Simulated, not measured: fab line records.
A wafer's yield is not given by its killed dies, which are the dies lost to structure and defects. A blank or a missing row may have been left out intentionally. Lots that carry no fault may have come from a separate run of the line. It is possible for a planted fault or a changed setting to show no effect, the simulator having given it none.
2 desks looking at one fault -- flow sky130 -- what lay behind the numbers comes last; until then each desk has only its own

== THE TOOL OWNER'S DESK: rie_diel-03 ==
The tool's own readings at SKY_VIA1_ETCH_15 (etches SiO2 in C4F8/O2/Ar, stops on TiN, target depth 351 nm, time 54 s): means of the sampled wafers that have a number, for each lot that ran on this tool. If a lot's mean is further than 4 standard deviations from the usual mean, the lot is out of limits and carries the mark OUT (the distance appears in the brackets).
Columns: A = oes_product_au at SKY_VIA1_ETCH_15, usual 0.982 a.u.
lot,first seen here,A
L377,day 35 06:21,0.982
L379,day 35 10:32,0.981
L384,day 36 16:23,0.980
L390,day 38 09:21,0.827 (-30) OUT
This desk finds L390 out of limits, L390 being first, at day 38 09:21 (oes_product_au at SKY_VIA1_ETCH_15). L377, L379, L384: within limits.

== THE METROLOGY DESK ==
What the gauges read for every lot (on any tool): the sampled wafers with a number, averaged. If a lot's mean is further than 4 standard deviations from the usual mean, the lot is out of limits and carries the mark OUT (the distance appears in the brackets).
Columns: A = LOCAL_INTERCONNECT_TIN_THK at SKY_LOCAL_INTERCONNECT_THK_MEAS_02, usual 99.9 nm
lot,first seen here,A
L377,day 30 14:46,102.6
L376,day 30 15:36,101.3
L378,day 30 16:02,99.6
L379,day 30 18:10,99.4
L382,day 31 16:44,99.9
L383,day 32 00:27,99.6
L384,day 32 03:55,100.6
L385,day 32 16:49,98.8
L389,day 33 13:43,100.5
L390,day 33 22:02,99.5
L396,day 35 23:33,100.6
L397,day 36 02:49,99.7
L398,day 36 14:49,100.7
Result from this desk: across the 13 lots, nothing is out of limits.

== BROUGHT TOGETHER ==
At day 38 09:21, on L390, the tool owner's desk was in a position to raise an alarm.
Metrology desk: nothing out of limits seen.
The metrology desk has L390 on record, within its limits.
The lots listed all ran SKY_VIA1_ETCH_15 on rie_diel-03.

== WHAT THE SIMULATOR HAD INSERTED ==
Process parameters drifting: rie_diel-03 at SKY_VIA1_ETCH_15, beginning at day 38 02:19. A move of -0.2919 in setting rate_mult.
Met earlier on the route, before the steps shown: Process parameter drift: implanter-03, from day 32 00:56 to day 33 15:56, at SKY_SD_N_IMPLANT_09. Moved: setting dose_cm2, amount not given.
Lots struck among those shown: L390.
How many hours passed from the start of the fault until each desk's first out-of-limits reading: the tool owner's desk, 7.
